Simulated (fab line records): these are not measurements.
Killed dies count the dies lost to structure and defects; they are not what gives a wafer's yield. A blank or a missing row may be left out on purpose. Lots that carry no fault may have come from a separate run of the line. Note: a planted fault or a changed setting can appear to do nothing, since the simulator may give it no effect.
fab line records	flow sfq-line
[record] lots = 5	wafers = 23
route steps=325 shown INCOMING@2 L0@6 M0@32 I0@47 M1@59 I1@77 M2@89
start-h: hours from the record's opening day to when the first of the lot's shown wafers began	wait-h: hours from the lot's prior step to this one	" identical to the entry in the row above	L1.1+2: a row that stands for several wafers	- no value, or no start given	* or withheld: withheld	< > ~ a bound
route shown NAME@n: names a module that has steps shown in the file, with the first one's number in the route	usual: mean and standard deviation over wafers with no fault	same: alike in all rows	chamber/n: place in a boat	sites: each site's reading	_std_site: standard deviation of those values	_edge_site: mean of outer sites minus mean of inner sites	radius-mm: how far each site lies from the wafer's centre	mask NAME#n: copy n	behind: tool/chamber where the wafer was last shaped	hold: cause of the lot's hold/its duration in hours/its outcome	device: the n, p or np transistor that did not switch	end of line: at the end of the route, the tests of the same wafers	for a step that has no rows: nothing shown but its recipe	killed: not the wafer's yield, but the dies lost to structure and defects at the first sort	map: dies across one wafer; x = killed, . = not, _ = none there
set.NAME: the setting the step ran with; set.NAME@STEP: the setting that earlier step ran with	model.NAME: the simulator's own value behind a step, which no gauge read
lots with deliberately changed settings; one table per step, one row per wafer
[[steps]]
[step SFQ_TRILAYER_INCOMING_OXIDATION_002]
[recipe] temp-c = 1000	ambient = H2O	target-thk-a = 5000	p-h2o-torr = 720	ox-time-s = 4939
lot.wafer	tool	chamber	start-h	wait-h	set.ox-time-s	model.SiO2_of_TRILAYER_INCOMING_OXIDATION_002.thk-nm
L074.2	furnace-02	0	10.12	0.1	4939	485.9
L074.4	"	0	"	"	4939	482.9
L074.6	"	0	"	"	4939	489.2
L075.1	-	-	-	0.1	4939	494.9
L075.2	"	-	"	"	4939	505.2
L075.4	"	-	"	"	4939	506.2
L075.5	"	-	"	"	4939	498.8
L075.6	"	-	"	"	4939	502.6
L078.1	-	-	-	0.1	5606	532.5
L078.3	"	-	"	"	5606	545.2
L078.4	"	-	"	"	5606	534.3
L078.5	"	-	"	"	5606	539.3
L078.6	"	-	"	"	5606	532
L083.1	-	-	-	0.1	5141	510.8
L083.2	"	-	"	"	5141	512.1
L083.4	"	-	"	"	5141	503.6
L083.5	"	-	"	"	5141	511.5
L083.6	"	-	"	"	5141	514.4
L085.1	-	-	-	0.1	4398	466.5
L085.2	"	-	"	"	4398	463.6
L085.3	"	-	"	"	4398	471.3
L085.4	"	-	"	"	4398	464.4
L085.6	"	-	"	"	4398	457.7
[step SFQ_TRILAYER_L0_LITHO_COAT_010]
[recipe] resist = BARC	spin-rpm = 3000	resist-thk-nm = 62
lot.wafer	tool	chamber	start-h	wait-h	set.resist-thk-nm	model.BARC_of_TRILAYER_L0_LITHO_COAT_010.thk-nm
L074.2	litho-track-01	0	12.79	0.1	62	61.74
L074.4	"	0	"	"	62	61.76
L074.6	"	0	"	"	62	61.83
L075.1	litho-track-01	0	17.74	0.1	60.45	60.67
L075.2	"	0	"	"	60.45	60.5
L075.4	"	0	"	"	62	62.22
L075.5	"	0	"	"	62	62.11
L075.6	"	0	"	"	60.45	60.63
L078.1	litho-track-04	0	32.79	0.1	62	62.01
L078.3	"	0	"	"	62	62.09
L078.4	"	0	"	"	65.66	65.68
L078.5	"	0	"	"	62	62.28
L078.6	"	0	"	"	65.66	65.66
L083.1	litho-track-01	0	57.74	0.1	59.67	59.75
L083.2	"	0	"	"	62	62.18
L083.4	"	0	"	"	59.67	59.86
L083.5	"	0	"	"	59.67	59.93
L083.6	"	0	"	"	62	62.14
L085.1	litho-track-04	0	67.74	0.1	58.96	59.18
L085.2	"	0	"	"	58.96	58.94
L085.3	"	0	"	"	62	62.15
L085.4	"	0	"	"	62	62
L085.6	"	0	"	"	62	62.06
[step SFQ_TRILAYER_M0_LITHO_COAT_026]
[recipe] resist = BARC	spin-rpm = 3000	resist-thk-nm = 62
lot.wafer	tool	chamber	start-h	wait-h	set.spin-rpm	model.BARC_of_TRILAYER_M0_LITHO_COAT_026.thk-nm
L074.2	litho-track-03	0	146.01	0.1	3000	62.11
L074.4	"	0	"	"	3000	61.86
L074.6	"	0	"	"	3000	61.85
L075.1	litho-track-03	0	155.56	0.1	3000	62.08
L075.2	"	0	"	"	3092	61.17
L075.4	"	0	"	"	3000	62.13
L075.5	"	0	"	"	3092	60.91
L075.6	"	0	"	"	3092	61.05
L078.1	litho-track-02	0	181.58	0.1	3000	62.08
L078.3+6	"	0	"	"	3000	61.98
L078.4+5	"	0	"	"	3000	61.91
L083.1	litho-track-03	0	217.65	0.1	3121	60.72
L083.2	"	0	"	"	3000	61.75
L083.4	"	0	"	"	3121	60.82
L083.5	"	0	"	"	3000	61.88
L083.6	"	0	"	"	3000	61.79
L085.1	litho-track-02	0	234.45	0.1	3000	62.09
L085.2	"	0	"	"	3000	62.07
L085.3	"	0	"	"	3000	62.25
L085.4	"	0	"	"	3000	62.02
L085.6	"	0	"	"	3000	62.16
[step SFQ_TRILAYER_I0_VIA_LITHO_COAT_036]
[recipe] resist = BARC	spin-rpm = 3000	resist-thk-nm = 62
lot.wafer	tool	chamber	start-h	wait-h	set.resist-thk-nm	model.BARC_of_TRILAYER_I0_VIA_LITHO_COAT_036.thk-nm
L074.2	litho-track-01	0	243.51	0.8	62	61.85
L074.4	"	0	"	"	62	61.75
L074.6	"	0	"	"	62	61.97
L075.1	litho-track-04	0	255.46	1.0	63.91	64.18
L075.2	"	0	"	"	62	62.38
L075.4	"	0	"	"	63.91	64.16
L075.5	"	0	"	"	63.91	64.13
L075.6	"	0	"	"	62	62.14
L078.1	litho-track-03	0	288.07	1.0	62	61.67
L078.3	"	0	"	"	62	61.7
L078.4	"	0	"	"	62	61.77
L078.5	"	0	"	"	62	61.73
L078.6	"	0	"	"	62	61.69
L083.1	litho-track-04	0	328.82	1.0	63.57	63.31
L083.2	"	0	"	"	63.57	63.62
L083.4	"	0	"	"	62	61.87
L083.5	"	0	"	"	62	61.79
L083.6	"	0	"	"	62	61.92
L085.1	litho-track-01	0	355.82	1.0	62	62.09
L085.2	"	0	"	"	62	62.18
L085.3	"	0	"	"	64.21	64.5
L085.4	"	0	"	"	64.21	64.11
L085.6	"	0	"	"	62	62.16
[step SFQ_TRILAYER_I0_VIA_LITHO_PEB_034]
[recipe] peb-temp-c = 115	peb-time-s = 60	resist = KrF
lot.wafer	tool	chamber	start-h	wait-h	set.peb-time-s
L074.2+4+6	litho-track-01	0	252.43	0.8	60
L075.1+5	litho-track-01	0	259.05	1.0	68.32
L075.2+4+6	"	0	"	"	60
L078.1+4+6	litho-track-03	0	400.17	1.0	60
L078.3+5	"	0	"	"	53
L083.1+2+4+5+6	litho-track-01	0	454.55	1.0	60
L085.1+4+6	litho-track-01	0	482.40	1.0	60
L085.2+3	"	0	"	"	63.95
[step SFQ_TRILAYER_I0_VIA_LITHO_DEVELOP_033]
[recipe] time-s = 60	resist = KrF
[step SFQ_TRILAYER_I0_VIA_BARC_OPEN_VIA_ETCH_046]
[recipe] mask-material = PR	chemistry = O2	target-depth-nm = 125	target = BARC	source-w = 500	bias-w = 78.42	pressure-mtorr = 30	time-s = 41.7
lot.wafer	tool	chamber	start-h	wait-h	set.peb-time-s@TRILAYER_I0_VIA_LITHO_PEB_034	model.I0.cd-nm
L074.2	rie-diel-02	3	252.74	0.0	60	499.6
L074.4	"	1	"	"	60	500.8
L074.6	"	0	"	"	60	499.8
L075.1	rie-diel-02	3	259.39	0.0	68.32	518
L075.2	"	0	"	"	60	501.4
L075.4	"	1	"	"	60	500.6
L075.5	"	0	"	"	68.32	519.3
L075.6	"	3	"	"	60	498.9
L078.1	rie-diel-03	1	400.51	0.0	60	502.9
L078.3	"	0	"	"	53	481.4
L078.4	"	1	"	"	60	502.3
L078.5	"	0	"	"	53	482.5
L078.6	"	3	"	"	60	500
L083.1	rie-diel-02	3	454.88	0.0	60	499.1
L083.2	"	2	"	"	60	499.4
L083.4	"	0	"	"	60	500.4
L083.5	"	3	"	"	60	498.4
L083.6	"	0	"	"	60	500.3
L085.1	rie-diel-01	2	482.73	0.0	60	500.5
L085.2	"	1	"	"	63.95	509.4
L085.3	"	3	"	"	63.95	510.2
L085.4	"	0	"	"	60	500.1
L085.6	"	0	"	"	60	501.4
[step SFQ_TRILAYER_I0_VIA_ETCH_VIA_ETCH_034]
[recipe] target = SiO2	stop-on = Nb	mask-material = PR	taper-deg = 20	chemistry = CHF3	target-depth-nm = 260	source-w = 500	bias-w = 80	pressure-mtorr = 30	time-s = withheld
lot.wafer	tool	chamber	start-h	wait-h	set.peb-time-s@TRILAYER_I0_VIA_LITHO_PEB_034	model.I0.cd-nm
L074.2	rie-diel-02	3	252.78	0.0	*	501.2
L074.4	"	1	"	"	*	502.2
L074.6	"	0	"	"	*	500.8
L075.1	rie-diel-02	3	259.43	0.0	*	519.9
L075.2	"	0	"	"	*	502.5
L075.4	"	1	"	"	*	502.2
L075.5	"	0	"	"	*	521.3
L075.6	"	3	"	"	*	500.8
L078.1	rie-diel-03	1	400.55	0.0	*	507.4
L078.3	"	0	"	"	*	484.1
L078.4	"	1	"	"	*	507.6
L078.5	"	0	"	"	*	484.9
L078.6	"	3	"	"	*	499.9
L083.1	rie-diel-02	3	454.92	0.0	*	499.8
L083.2	"	2	"	"	*	495.7
L083.4	"	0	"	"	*	500.8
L083.5	"	3	"	"	*	498.5
L083.6	"	0	"	"	*	500.7
L085.1	rie-diel-01	2	482.77	0.0	*	500.8
L085.2+3	"	1,3	"	"	*	511.2
L085.4	"	0	"	"	*	495.6
L085.6	"	0	"	"	*	496.6
[step SFQ_TRILAYER_M1_DEP_SPUTTER_037]
[recipe] material = Nb	base-pressure-pa = 1.33e-06	chamber-pressure-pa = 0.1333	substrate-temp-c = 20	resputter-cathode-voltage-v = 400	target-thk-nm = 200	power-w = 2000	time-s = 133.3
lot.wafer	tool	chamber	start-h	wait-h	set.time-s	model.Nb_of_TRILAYER_M1_DEP_SPUTTER_037.thk-nm
L074.2	pvd-sputter-06	-	253.69	0.0	133.3	204.4
L074.4	"	-	"	"	133.3	203.3
L074.6	"	-	"	"	133.3	203.5
L075.1	pvd-sputter-06	-	260.35	0.0	133.3	201.8
L075.2	"	-	"	"	123.2	185.3
L075.4	"	-	"	"	133.3	201
L075.5	"	-	"	"	123.2	185.4
L075.6	"	-	"	"	133.3	200.2
L078.1	pvd-sputter-06	-	401.47	0.0	133.3	195.6
L078.3	"	-	"	"	133.3	199.9
L078.4	"	-	"	"	152.3	224
L078.5	"	-	"	"	152.3	223.7
L078.6	"	-	"	"	133.3	195
L083.1	pvd-sputter-05	-	455.85	0.0	127	188.2
L083.2	"	-	"	"	127	189.2
L083.4	"	-	"	"	133.3	202.7
L083.5	"	-	"	"	133.3	197.3
L083.6	"	-	"	"	127	192.7
L085.1	pvd-sputter-04	-	483.70	0.0	133.3	199.3
L085.2	"	-	"	"	133.3	199.4
L085.3	"	-	"	"	127.3	191.7
L085.4	"	-	"	"	133.3	202.3
L085.6	"	-	"	"	127.3	192.8
[step SFQ_M1_RS_MEAS_909]
[recipe] thk-meas-gauge = four-point-probe	reads = Nb_of_TRILAYER_M1_DEP_SPUTTER_037
[usual] M1_NB_RS = 0.887/0.011
lot.wafer	tool	chamber	start-h	wait-h	set.time-s@TRILAYER_M1_DEP_SPUTTER_037	M1_NB_RS[ohm/sq]
L074.2	film-metro-02	-	253.80	0.1	133.3	0.870
L074.4	"	-	"	"	133.3	0.876
L074.6	"	-	"	"	133.3	0.875
L075.1	film-metro-02	-	260.44	0.0	133.3	0.880
L075.2	"	-	"	"	123.2	0.961
L075.4	"	-	"	"	133.3	0.885
L075.5	"	-	"	"	123.2	0.961
L075.6	"	-	"	"	133.3	0.890
L078.1	film-metro-02	-	401.56	0.0	133.3	0.912
L078.3	"	-	"	"	133.3	0.890
L078.4	"	-	"	"	152.3	0.794
L078.5	"	-	"	"	152.3	0.796
L078.6	"	-	"	"	133.3	0.916
L083.1	film-metro-03	-	455.94	0.0	127	0.945
L083.2	"	-	"	"	127	0.941
L083.4	"	-	"	"	133.3	0.876
L083.5	"	-	"	"	133.3	0.901
L083.6	"	-	"	"	127	0.923
L085.1	film-metro-02	-	483.79	0.0	133.3	0.893
L085.2	"	-	"	"	133.3	0.893
L085.3	"	-	"	"	127.3	0.930
L085.4	"	-	"	"	133.3	0.878
L085.6	"	-	"	"	127.3	0.924
[step SFQ_TRILAYER_M1_LITHO_EXPOSE_040]
[recipe] mask-id = M1	na = 0.6	source-shape = conventional	sigma-outer = 0.65	target-cd-nm = 500	dose-mj = 14.4
lot.wafer	tool	chamber	start-h	wait-h	mask	set.dose-mj
L074.2+4+6	krf-scanner-01	0	327.05	-	M1#0	14.4
L075.1+2+4+5+6	krf-scanner-01	0	328.05	-	M1#0	14.4
L078.1+3+4+5+6	krf-scanner-02	0	549.37	-	M1#0	14.4
L083.1+5	krf-scanner-01	0	618.07	-	M1#0	15.26
L083.2+4+6	"	0	"	"	M1#0	14.4
L085.1+3	krf-scanner-01	0	646.87	-	M1#0	14.4
L085.2+4+6	"	0	"	"	M1#0	14.87
[step SFQ_TRILAYER_M1_BARC_OPEN_METAL_ETCH_054]
[recipe] mask-material = PR	chemistry = O2	target-depth-nm = 125	target = BARC	icp-w = 600	bias-w = 80	pressure-mtorr = 10	time-s = 41.7
lot.wafer	tool	chamber	start-h	wait-h	set.icp-w	set.dose-mj@TRILAYER_M1_LITHO_EXPOSE_040	model.M1.cd-nm
L074.2	rie-metal-03	1	328.38	0.0	600	14.4	500.2
L074.4	"	0	"	"	600	14.4	498
L074.6	"	0	"	"	600	14.4	499.2
L075.1	rie-metal-04	1	329.58	0.0	619.4	14.4	499.8
L075.2	"	0	"	"	600	14.4	499.1
L075.4	"	1	"	"	600	14.4	498.8
L075.5	"	1	"	"	619.4	14.4	498.9
L075.6	"	0	"	"	619.4	14.4	497.7
L078.1	rie-metal-02	1	550.91	0.0	600	14.4	499.4
L078.3	"	1	"	"	600	14.4	498.5
L078.4	"	0	"	"	600	14.4	499.2
L078.5	"	0	"	"	600	14.4	498.9
L078.6	"	1	"	"	600	14.4	499.6
L083.1	rie-metal-04	0	619.60	0.0	600	15.26	489.8
L083.2+4	"	1	"	"	633.6	14.4	498.6
L083.5	"	0	"	"	633.6	15.26	491
L083.6	"	1	"	"	600	14.4	497.8
L085.1	rie-metal-04	1	648.40	0.0	600	14.4	501.4
L085.2	"	0	"	"	630.3	14.87	495.5
L085.3	"	1	"	"	600	14.4	502.1
L085.4	"	0	"	"	600	14.87	496.1
L085.6	"	0	"	"	630.3	14.87	497.1
[step SFQ_TRILAYER_M1_ETCH_METAL_ETCH_042]
[recipe] target = Nb	stop-on = SiO2	mask-material = PR	chemistry = Cl2/Ar	target-depth-nm = 240	icp-w = 617.6	bias-w = 80	pressure-mtorr = 10	time-s = 120
[usual] oes-product-au = 0.896/0.0091
lot.wafer	tool	chamber	start-h	wait-h	set.time-s@TRILAYER_M1_DEP_SPUTTER_037	set.dose-mj@TRILAYER_M1_LITHO_EXPOSE_040	oes-product-au	model.M1.feature-depth-nm	model.M1.cd-nm
L074.2	rie-metal-03	1	328.44	0.0	133.3	14.4	0.912	205	500.1
L074.4	"	0	"	"	133.3	14.4	0.905	203.9	497.9
L074.6	"	0	"	"	133.3	14.4	0.897	204.1	499.3
L075.1	rie-metal-04	1	329.64	0.0	133.3	14.4	0.897	202.4	498.3
L075.2	"	0	"	"	123.2	14.4	0.846	-	495.5
L075.4	"	1	"	"	133.3	14.4	0.898	201.6	498.4
L075.5	"	1	"	"	123.2	14.4	0.853	-	498.7
L075.6	"	0	"	"	133.3	14.4	0.897	200.8	494.7
L078.1	rie-metal-02	1	550.96	0.0	133.3	14.4	0.883	196.2	494.2
L078.3	"	1	"	"	133.3	14.4	0.892	200.5	495
L078.4	"	0	"	"	152.3	14.4	0.949	-	497.5
L078.5	"	0	"	"	152.3	14.4	0.957	-	498
L078.6	"	1	"	"	133.3	14.4	0.877	195.6	496.6
L083.1	rie-metal-04	0	619.66	0.0	127	15.26	0.862	188.8	490.4
L083.2	"	1	"	"	127	14.4	0.861	189.8	498.7
L083.4	"	1	"	"	133.3	14.4	0.903	203.3	497.8
L083.5	"	0	"	"	133.3	15.26	0.893	197.9	490.6
L083.6	"	1	"	"	127	14.4	0.877	193.3	497.2
L085.1	rie-metal-04	1	648.46	0.0	133.3	14.4	0.887	199.8	502.2
L085.2	"	0	"	"	133.3	14.87	0.888	200	494.6
L085.3	"	1	"	"	127.3	14.4	0.872	192.2	502.4
L085.4	"	0	"	"	133.3	14.87	0.900	202.9	495
L085.6	"	0	"	"	127.3	14.87	0.872	193.4	495.5
[step SFQ_TRILAYER_I1_VIA_LITHO_COAT_054]
[recipe] resist = BARC	spin-rpm = 3000	resist-thk-nm = 62
lot.wafer	tool	chamber	start-h	wait-h	set.resist-thk-nm	model.BARC_of_TRILAYER_I1_VIA_LITHO_COAT_054.thk-nm
L074.2	litho-track-02	0	343.87	0.8	62	61.86
L074.4	"	0	"	"	62	61.73
L074.6	"	0	"	"	62	61.72
L075.1+5	litho-track-02	0	345.63	1.0	62	61.79
L075.2	"	0	"	"	62	61.74
L075.4	"	0	"	"	62	61.91
L075.6	"	0	"	"	62	61.78
L078.1	litho-track-04	0	558.67	1.0	63.65	63.48
L078.3	"	0	"	"	62	61.85
L078.4	"	0	"	"	62	61.89
L078.5	"	0	"	"	62	62
L078.6	"	0	"	"	63.65	63.64
L083.1	litho-track-02	0	626.16	1.0	65.45	65.45
L083.2	"	0	"	"	62	61.84
L083.4	"	0	"	"	62	62
L083.5	"	0	"	"	65.45	65.61
L083.6	"	0	"	"	65.45	65.56
L085.1	litho-track-02	0	654.36	1.0	62	62.2
L085.2	"	0	"	"	64.22	64.48
L085.3	"	0	"	"	64.22	64.34
L085.4	"	0	"	"	64.22	64.29
L085.6	"	0	"	"	62	62.17
[step SFQ_TRILAYER_I1_VIA_LITHO_COAT_049]
[recipe] resist = KrF	spin-rpm = 3000	resist-thk-nm = 650
[step SFQ_TRILAYER_I1_VIA_LITHO_SOFTBAKE_053]
[recipe] temp-c = withheld	time-s = withheld	resist = KrF
[step SFQ_TRILAYER_I1_VIA_LITHO_DEVELOP_051]
[recipe] time-s = 60	resist = KrF
[step SFQ_TRILAYER_I1_VIA_BARC_OPEN_VIA_ETCH_071]
[recipe] mask-material = PR	chemistry = O2	target-depth-nm = 125	target = BARC	source-w = 500	bias-w = 80	pressure-mtorr = 30	time-s = 41.7
[usual] oes-product-au = 0.685/0.0038
lot.wafer	tool	chamber	start-h	wait-h	set.resist-thk-nm@TRILAYER_I1_VIA_LITHO_COAT_054	oes-product-au
L074.2	rie-diel-04	3	475.41	0.0	62	0.682
L074.4	"	0	"	"	62	0.676
L074.6	"	0	"	"	62	0.683
L075.1	rie-diel-01	0	476.61	0.0	62	0.683
L075.2	"	3	"	"	62	0.686
L075.4	"	1	"	"	62	0.687
L075.5	"	3	"	"	62	0.686
L075.6	"	2	"	"	62	0.691
L078.1	rie-diel-01	0	560.95	0.0	63.65	0.686
L078.3	"	2	"	"	62	0.685
L078.4	"	3	"	"	62	0.689
L078.5	"	1	"	"	62	0.686
L078.6	"	2	"	"	63.65	0.692
L083.1	rie-diel-04	0	629.44	0.0	65.45	0.702
L083.2	"	2	"	"	62	0.682
L083.4	"	2	"	"	62	0.685
L083.5	"	1	"	"	65.45	0.700
L083.6	"	0	"	"	65.45	0.706
L085.1	rie-diel-04	0	658.35	0.0	62	0.684
L085.2	"	2	"	"	64.22	0.695
L085.3	"	3	"	"	64.22	0.701
L085.4	"	1	"	"	64.22	0.697
L085.6	"	1	"	"	62	0.686
[step SFQ_TRILAYER_M2_DEP_SPUTTER_055]
[recipe] material = Nb	base-pressure-pa = 1.33e-06	chamber-pressure-pa = 0.1333	substrate-temp-c = 20	resputter-cathode-voltage-v = 400	target-thk-nm = 200	power-w = 2000	time-s = 133.3
lot.wafer	tool	chamber	start-h	wait-h	set.time-s	model.Nb_of_TRILAYER_M2_DEP_SPUTTER_055.thk-nm
L074.2	pvd-sputter-03	-	476.36	0.0	133.3	204.6
L074.4	"	-	"	"	133.3	205.5
L074.6	"	-	"	"	133.3	206
L075.1	pvd-sputter-04	-	477.60	0.0	133.3	195.4
L075.2	"	-	"	"	124.2	184.5
L075.4	"	-	"	"	133.3	198.4
L075.5	"	-	"	"	133.3	198.9
L075.6	"	-	"	"	124.2	182.1
L078.1	pvd-sputter-03	-	561.91	0.0	147.1	218.6
L078.3	"	-	"	"	147.1	220.9
L078.4	"	-	"	"	147.1	224.1
L078.5	"	-	"	"	133.3	197.3
L078.6	"	-	"	"	133.3	202.5
L083.1	pvd-sputter-03	-	630.40	0.0	133.3	204.1
L083.2+6	"	-	"	"	133.3	197.2
L083.4	"	-	"	"	116.8	173.3
L083.5	"	-	"	"	116.8	177.6
L085.1	pvd-sputter-05	-	659.31	0.0	133.3	195.4
L085.2	"	-	"	"	133.3	198.3
L085.3	"	-	"	"	146.8	214.7
L085.4	"	-	"	"	133.3	198.8
L085.6	"	-	"	"	146.8	215.3
[step SFQ_M2_RS_MEAS_914]
[recipe] thk-meas-gauge = four-point-probe	reads = Nb_of_TRILAYER_M2_DEP_SPUTTER_055
[usual] M2_NB_RS = 0.894/0.014
lot.wafer	tool	chamber	start-h	wait-h	set.time-s@TRILAYER_M2_DEP_SPUTTER_055	M2_NB_RS[ohm/sq]
L074.2	film-metro-01	-	476.47	0.1	133.3	0.871
L074.4	"	-	"	"	133.3	0.867
L074.6	"	-	"	"	133.3	0.864
L075.1	film-metro-03	-	477.69	0.0	133.3	0.910
L075.2	"	-	"	"	124.2	0.962
L075.4	"	-	"	"	133.3	0.897
L075.5	"	-	"	"	133.3	0.893
L075.6	"	-	"	"	124.2	0.977
L078.1	film-metro-03	-	562.00	0.0	147.1	0.811
L078.3	"	-	"	"	147.1	0.802
L078.4	"	-	"	"	147.1	0.791
L078.5	"	-	"	"	133.3	0.902
L078.6	"	-	"	"	133.3	0.876
L083.1	film-metro-03	-	630.49	0.0	133.3	0.873
L083.2	"	-	"	"	133.3	0.901
L083.4	"	-	"	"	116.8	1.029
L083.5	"	-	"	"	116.8	1.001
L083.6	"	-	"	"	133.3	0.901
L085.1	film-metro-02	-	659.40	0.0	133.3	0.913
L085.2	"	-	"	"	133.3	0.896
L085.3	"	-	"	"	146.8	0.828
L085.4	"	-	"	"	133.3	0.896
L085.6	"	-	"	"	146.8	0.825
[[key]]
[split] step = SFQ_TRILAYER_INCOMING_OXIDATION_002	setting = ox-time-s	stated = 4939	by = lot
[response] step = SFQ_TRILAYER_INCOMING_OXIDATION_002	reading = model.SiO2_of_TRILAYER_INCOMING_OXIDATION_002.thk-nm	change = +2.96	per = 1%	r = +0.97
[split] step = SFQ_TRILAYER_L0_LITHO_COAT_010	setting = resist-thk-nm	stated = 62	by = wafer
[response] step = SFQ_TRILAYER_L0_LITHO_COAT_010	reading = model.BARC_of_TRILAYER_L0_LITHO_COAT_010.thk-nm	change = +0.609	per = 1%	r = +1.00
[split] step = SFQ_TRILAYER_M0_LITHO_COAT_026	setting = spin-rpm	stated = 3000	by = wafer
[response] step = SFQ_TRILAYER_M0_LITHO_COAT_026	reading = model.BARC_of_TRILAYER_M0_LITHO_COAT_026.thk-nm	change = -0.29	per = 1%	r = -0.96
[split] step = SFQ_TRILAYER_I0_VIA_LITHO_COAT_036	setting = resist-thk-nm	stated = 62	by = wafer
[response] step = SFQ_TRILAYER_I0_VIA_LITHO_COAT_036	reading = model.BARC_of_TRILAYER_I0_VIA_LITHO_COAT_036.thk-nm	change = +0.616	per = 1%	r = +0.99
[split] step = SFQ_TRILAYER_I0_VIA_LITHO_PEB_034	setting = peb-time-s	stated = 60	by = wafer
[response] step = SFQ_TRILAYER_I0_VIA_BARC_OPEN_VIA_ETCH_046	reading = model.I0.cd-nm	change = +1.47	per = 1%	r = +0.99
[response] step = SFQ_TRILAYER_I0_VIA_ETCH_VIA_ETCH_034	reading = model.I0.cd-nm	change = +1.58	per = 1%	r = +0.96
[split] step = SFQ_TRILAYER_M1_DEP_SPUTTER_037	setting = time-s	stated = 133.3	by = wafer
[response] step = SFQ_TRILAYER_M1_DEP_SPUTTER_037	reading = model.Nb_of_TRILAYER_M1_DEP_SPUTTER_037.thk-nm	change = +1.94	per = 1%	r = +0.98
[response] step = SFQ_M1_RS_MEAS_909	reading = M1_NB_RS	change = -0.00845	per = 1%	r = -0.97
[response] step = SFQ_TRILAYER_M1_ETCH_METAL_ETCH_042	reading = oes-product-au	change = +0.00523	per = 1%	r = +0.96
[response] step = SFQ_TRILAYER_M1_ETCH_METAL_ETCH_042	reading = model.M1.feature-depth-nm	change = +1.96	per = 1%	r = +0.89
[split] step = SFQ_TRILAYER_M1_LITHO_EXPOSE_040	setting = dose-mj	stated = 14.4	by = wafer
[response] step = SFQ_TRILAYER_M1_BARC_OPEN_METAL_ETCH_054	reading = model.M1.cd-nm	change = -1.41	per = 1%	r = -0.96
[response] step = SFQ_TRILAYER_M1_ETCH_METAL_ETCH_042	reading = model.M1.cd-nm	change = -1.47	per = 1%	r = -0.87
[split] step = SFQ_TRILAYER_M1_BARC_OPEN_METAL_ETCH_054	setting = icp-w	stated = 600	by = wafer
response none clear
[split] step = SFQ_TRILAYER_I1_VIA_LITHO_COAT_054	setting = resist-thk-nm	stated = 62	by = wafer
[response] step = SFQ_TRILAYER_I1_VIA_LITHO_COAT_054	reading = model.BARC_of_TRILAYER_I1_VIA_LITHO_COAT_054.thk-nm	change = +0.636	per = 1%	r = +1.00
[response] step = SFQ_TRILAYER_I1_VIA_BARC_OPEN_VIA_ETCH_071	reading = oes-product-au	change = +0.0031	per = 1%	r = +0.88
[split] step = SFQ_TRILAYER_M2_DEP_SPUTTER_055	setting = time-s	stated = 133.3	by = wafer
[response] step = SFQ_TRILAYER_M2_DEP_SPUTTER_055	reading = model.Nb_of_TRILAYER_M2_DEP_SPUTTER_055.thk-nm	change = +1.94	per = 1%	r = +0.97
[response] step = SFQ_M2_RS_MEAS_914	reading = M2_NB_RS	change = -0.00894	per = 1%	r = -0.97
